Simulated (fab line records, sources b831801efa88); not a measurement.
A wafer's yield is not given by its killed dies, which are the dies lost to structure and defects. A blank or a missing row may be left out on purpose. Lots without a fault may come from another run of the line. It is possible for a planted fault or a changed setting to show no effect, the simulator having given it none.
A single fault, viewed from 2 desks / flow gf180mcu / each desk has only its own numbers; what lay behind them comes last

== AT THE METROLOGY DESK ==
Lot by lot, what the gauges showed, no matter which tool ran the lot: averages of those sampled wafers that carry a number. Marked OUT: a lot whose mean sits more than 4 standard deviations from the usual mean, which makes it out of limits; the brackets give that distance.
Columns: A = LVPWELL_TW at GF_LVPWELL_TW_MEAS_11, usual 559; B = LVPWELL_RS at GF_VT_IMPLANT_RS_MEAS_48, usual 1197 ohm/sq
lot=L178; first seen here=day 3 20:45; A=561; B=1197
lot=L180; first seen here=day 4 08:51; A=552; B=1193
lot=L181; first seen here=day 4 13:50; A=550; B=1197
lot=L184; first seen here=day 5 05:40; A=566; B=1200
lot=L185; first seen here=day 5 11:22; A=563; B=1196
lot=L186; first seen here=day 5 18:51; A=552; B=1199
lot=L187; first seen here=day 5 23:43; A=551; B=1194
lot=L189; first seen here=day 6 14:04; A=561; B=1197
lot=L195; first seen here=day 7 18:43; A=569; B=1200
lot=L196; first seen here=day 8 03:04; A=540; B=1259 (+19) OUT
lot=L200; first seen here=day 9 07:23; A=566; B=1195
lot=L201; first seen here=day 9 20:07; A=566; B=1197
This desk's finding: out of limits on L196; first on L196, day 12 13:49 (LVPWELL_RS at GF_VT_IMPLANT_RS_MEAS_48). L178, L180, L181, L184, L185, L186, L187, L189, L195, L200, L201: within limits.

== DESK OF THE TOOL OWNER: implanter-01 ==
GF_LVPWELL_IMPLANT_08, tool's own readings: per-lot mean of the sampled wafers with a number, covering each lot this tool ran. Marked OUT: a lot whose mean sits more than 4 standard deviations from the usual mean, which makes it out of limits; the brackets give that distance.
Columns: A = beam_on_s at GF_LVPWELL_IMPLANT_08, usual 9.99 s
lot=L180; first seen here=day 4 08:28; A=10.06
lot=L185; first seen here=day 5 10:58; A=9.96
lot=L187; first seen here=day 5 23:19; A=10.24
lot=L189; first seen here=day 6 13:41; A=10.04
lot=L196; first seen here=day 8 02:40; A=10.04
This desk's verdict: no lot among the 5 shows anything out of limits.

== ALL TOGETHER ==
On L196, the metrology desk was in a position to raise an alarm at day 12 13:49.
The tool owner's desk saw nothing out of limits.
The tool owner's desk has L196 on record, within its limits.
Every lot named ran GF_LVPWELL_IMPLANT_08 on implanter-01.

== WHAT THE SIMULATOR HAD PUT IN ==
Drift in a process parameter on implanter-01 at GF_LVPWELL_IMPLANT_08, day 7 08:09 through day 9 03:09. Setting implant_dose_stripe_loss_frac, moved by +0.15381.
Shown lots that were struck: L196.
Hours from the fault's start to each desk's first reading out of limits: the metrology desk, 126.
